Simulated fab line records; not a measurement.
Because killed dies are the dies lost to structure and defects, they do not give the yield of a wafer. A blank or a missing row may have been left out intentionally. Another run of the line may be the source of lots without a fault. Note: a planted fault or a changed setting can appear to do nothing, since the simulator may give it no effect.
Chamber matching + flow gf180mcu + 3 sister chambers for GF_V2_CVD_02 on pecvd-03
The step deposits SiO2 from TEOS, target thk 850 nm, time 94.851 s. 3 wafers are shown with their chamber, then 7 later ones without.

## EACH WAFER AND ITS CHAMBER
| wafer  | chamber | heater_power_w (W) |
|--------|---------|--------------------|
| L197.3 | 1       | 558                |
| L197.6 | 2       | 732                |
| L198.4 | 0       | 641                |

## WAFERS WHOSE CHAMBER IS MISSING
| wafer  | heater_power_w (W) |
|--------|--------------------|
| L198.6 | 730                |
| L200.1 | 667                |
| L200.2 | 817                |
| L200.5 | 658                |
| L208.2 | 555                |
| L208.3 | 729                |
| L208.5 | 807                |

## CHAMBER TAKEN BY EACH
| wafer  | from the rows above          | in truth                   |
|--------|------------------------------|----------------------------|
| L198.6 | can't be placed: 2 or 0      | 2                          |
| L200.1 | can't be placed: 0 or 2 or 1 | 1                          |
| L200.2 | 2                            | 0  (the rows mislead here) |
| L200.5 | can't be placed: 0 or 2 or 1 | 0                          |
| L208.2 | can't be placed: 1 or 0      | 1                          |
| L208.3 | can't be placed: 2 or 0      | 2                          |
| L208.5 | 2                            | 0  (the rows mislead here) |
Correct placement for 0 of the 7. Can't be placed from these rows: 5 (the true chamber is among the candidates in 5). Wrongly placed: 2.
How it was worked out, from the rows above alone: a wafer's distance from a chamber is the root of the sum, over the readings, of the square of ((its reading less the chamber's mean) divided by the reading's scatter). If the next closest chamber is less than 2 further off than the closest, the wafer can't be placed; otherwise it belongs to the closest. A chamber's mean is the mean of its shown wafers. The scatter: root of mean squared gap, hidden wafer to nearest shown wafer, with one shown wafer a chamber.
